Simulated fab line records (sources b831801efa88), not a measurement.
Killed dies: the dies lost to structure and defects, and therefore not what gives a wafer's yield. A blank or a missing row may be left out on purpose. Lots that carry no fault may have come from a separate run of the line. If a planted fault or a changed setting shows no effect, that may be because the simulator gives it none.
Comparing a struck lot with a sound one || flow sky130 || 17 steps out of a route of 708
Sound: these wafers, L918.2, L918.4, L918.6. Wafers L927.1, L927.3, L927.6 were the ones struck. The cause is given at the end.
For every step that has rows: the tool of each side, followed by ch and its chambers, followed by its first start. Under that, the readings that differ: sound wafers || struck wafers || difference of the means || sigmas: that difference in standard deviations of wafers without a fault.
alike: a reading whose means differ by less than 2 such deviations, as well as words and numbers matching on both sides. not compared: withheld readings; readings where some wafer has no value; bounds like >300 that might hide an equal value; numbers whose values overlap and for which the record gives no deviation.
A row with sigmas, a row that says differs or no value, or rows on one side alone: a step with any of these is where the two part. Non-overlapping numbers with no deviation appear without sigmas and do not part them. A reading that every wafer of one side lacks parts them only if that side has two wafers or more.

SKY_METAL3_SPUTTER_04: material TiN, target thk 70 nm, time 58.3 s.
  struck on pvd sputter-01, day 41 05:10; sound on pvd sputter-02, day 38 20:54
  alike: throttle valve pct
SKY_CAPM_CVD_00: deposits SiO2, target thk 15.5 nm.
  sound on pecvd-04 ch 0,1,2, day 38 20:57; struck on pecvd-01 ch 0,1,2, day 41 05:13
  alike: heater power w, rf fwd power W, susceptor temp C
SKY_CAPM_THK_MEAS_01:
  struck on film metro-02, day 41 05:14; sound on film metro-02, day 38 20:59
  alike: CAPM_CVD_00_THK
SKY_CAPM_SPUTTER_02: material TiN, target thk 200 nm, time 166.7 s.
  struck on pvd sputter-04, day 41 05:17; sound on pvd sputter-01, day 38 21:02
  alike: susceptor temp C, throttle valve pct
SKY_CAPM_RS_MEAS_03: a four-point-probe measurement.
  struck on film metro-01, day 41 05:24; sound on film metro-03, day 38 21:10
  alike: CAPM_TIN_RS
SKY_CAPM_THK_MEAS_04: measures by xrf.
  struck on film metro-01, day 41 05:31; sound on film metro-03, day 38 21:16
{"reading": "CAPM_TIN_THK (nm)", "sound": "193.8 193.6 193.8", "struck": "198.0 200.4 199.9", "difference": "+5.7", "sigmas": "+2"}
then, 6 steps without rows for these wafers: SKY_CAPM_DEHYDRATE_05 (time 60 s); SKY_CAPM_HMDS_06 (prime time 60 s); SKY_CAPM_COAT_07 (resist thk 1140 nm); SKY_CAPM_SOFTBAKE_08 (time 60 s); SKY_CAPM_EXPOSE_09 (exposes mask CAPM, target cd 1000 nm); SKY_CAPM_PEB_10.
SKY_CAPM_DEVELOP_11: develop time 60 s.
  sound on litho track-04 ch 0, day 39 21:43; struck on litho track-04 ch 0, day 42 03:26
SKY_CAPM_OVL_MEAS_12:
  struck on overlay-01, day 42 03:35; sound on overlay-01, day 39 21:50
  alike: CAPM_OVL
SKY_CAPM_METAL_ETCH_13: etches TiN in Cl2/BCl3, stops on SiO2, target depth 220 nm, time 62.9 s.
  sound on rie metal-01 ch 0,1, day 39 21:52; struck on rie metal-03 ch 1, day 42 03:37
{"reading": "model.CAPM.cd nm (nm)", "sound": "1002 1004 1003", "struck": "1011 1010 1012", "difference": "+8", "sigmas": ""}
  alike: drypump motor current A, oes product au, rf fwd power W, throttle valve pct
  not compared: rf hours counter h
SKY_CAPM_STRIP_14: strips in O2/N2.
  sound on plasma asher-03 ch 0,1, day 39 21:57; struck on plasma asher-02 ch 0,1, day 42 03:42
  alike: drypump motor current A, oes product au, strip time to endpoint s
  not compared: rf hours counter h
then, 1 step without rows for these wafers: SKY_PAD_OPEN_PROBE_99.

## WHERE THEY PART
Within this record, at SKY_CAPM_THK_MEAS_04 only. Later steps at which nothing parts them and some readings are alike: SKY_CAPM_OVL_MEAS_12, SKY_CAPM_METAL_ETCH_13, SKY_CAPM_STRIP_14.

WHY: whatever the simulator had introduced
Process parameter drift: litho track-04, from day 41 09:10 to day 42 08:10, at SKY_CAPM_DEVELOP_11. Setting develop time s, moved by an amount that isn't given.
